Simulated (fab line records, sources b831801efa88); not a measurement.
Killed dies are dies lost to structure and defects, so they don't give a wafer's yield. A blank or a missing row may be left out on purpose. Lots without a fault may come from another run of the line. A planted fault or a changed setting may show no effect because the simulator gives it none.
Split-lot experiment | flow sky130 | 5 lots, 23 wafers read, on a route of 708 steps

THE SPLIT
At SKY_PWDE_IMPLANT_08, the setting energy_kev was moved away from the recipe's 150 on 10 of the 23 wafers read, by -4.5% to +4.2%. The other wafers ran this setting at the recipe's value.

The reading is taken at the split's own step.

THE READING
implant.drp_nm (the simulator's own value, which no gauge read), in nm, at SKY_PWDE_IMPLANT_08. The file gives no usual value for it.

wafer  | tool, chamber at the split | energy_kev as run | against the recipe | implant.drp_nm, nm | against lot-mates on the recipe
L074.2 | implanter-03, 0            | 150               | recipe             | 97.97              | -
L074.4 | implanter-03, 0            | 150               | recipe             | 97.97              | -
L074.5 | implanter-03, 0            | 150               | recipe             | 97.97              | -
L076.1 | implanter-02, 0            | 155.3             | +3.5%              | 99.39              | +1.42
L076.4 | implanter-02, 0            | 155.3             | +3.5%              | 99.39              | +1.42
L076.2 | implanter-02, 0            | 150               | recipe             | 97.97              | -
L076.5 | implanter-02, 0            | 150               | recipe             | 97.97              | -
L076.6 | implanter-02, 0            | 150               | recipe             | 97.97              | -
L081.1 | implanter-04, 0            | 150               | recipe             | 97.97              | -
L081.3 | implanter-04, 0            | 150               | recipe             | 97.97              | -
L081.6 | implanter-04, 0            | 150               | recipe             | 97.97              | -
L081.2 | implanter-04, 0            | 156.3             | +4.2%              | 99.67              | +1.70
L081.5 | implanter-04, 0            | 156.3             | +4.2%              | 99.67              | +1.70
L083.1 | implanter-03, 0            | 150               | recipe             | 97.97              | -
L083.2 | implanter-03, 0            | 150               | recipe             | 97.97              | -
L083.3 | implanter-03, 0            | 156.2             | +4.1%              | 99.64              | +1.67
L083.4 | implanter-03, 0            | 156.2             | +4.1%              | 99.64              | +1.67
L083.6 | implanter-03, 0            | 156.2             | +4.1%              | 99.64              | +1.67
L085.1 | implanter-02, 0            | 143.3             | -4.5%              | 96.31              | -1.66
L085.2 | implanter-02, 0            | 143.3             | -4.5%              | 96.31              | -1.66
L085.5 | implanter-02, 0            | 143.3             | -4.5%              | 96.31              | -1.66
L085.4 | implanter-02, 0            | 150               | recipe             | 97.97              | -
L085.6 | implanter-02, 0            | 150               | recipe             | 97.97              | -

THE FIT
A straight line over all 23 wafers: implant.drp_nm changes by +0.39 nm for each +1% of energy_kev; r = +1.00; the points scatter about the line by 0.034 nm.
The same after taking each lot's own level away (the mean of its wafers on the recipe; 23 wafers): +0.39 nm for each +1%; r = +1.00; scatter 0.034 nm.
On that fit, the largest move of energy_kev shifts the reading by 1.7 nm.
The lots' own levels span 97.970 to 97.970 nm.
So the lot-to-lot level changes the slope little: the two slopes agree.
Check: with one of the wafers moved furthest among these (-4.5%) left out of the fit, the line predicts -1.73 nm for it against its lot-mates. It came out at -1.66 nm against them.

OTHER SPLITS ON THESE WAFERS
These wafers also went through other splits before the reading. Each is held against what the fit with the lots' levels taken away leaves over:
other split on the same wafers    | wafers away from the commonest value | r with implant.drp_nm (lot level and that fit taken away)
SKY_FIELD_ISO_OXIDATION_01 temp_c | 15                                   | +0.19
SKY_DNWELL_SOFTBAKE_03 temp_c     | 6                                    | -0.07
SKY_PWDE_COAT_02 resist_thk_nm    | 9                                    | +0.20

THE FILE'S OWN FIT
implant.drp_nm changes by +0.395 nm for each +1% of energy_kev, r = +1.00.
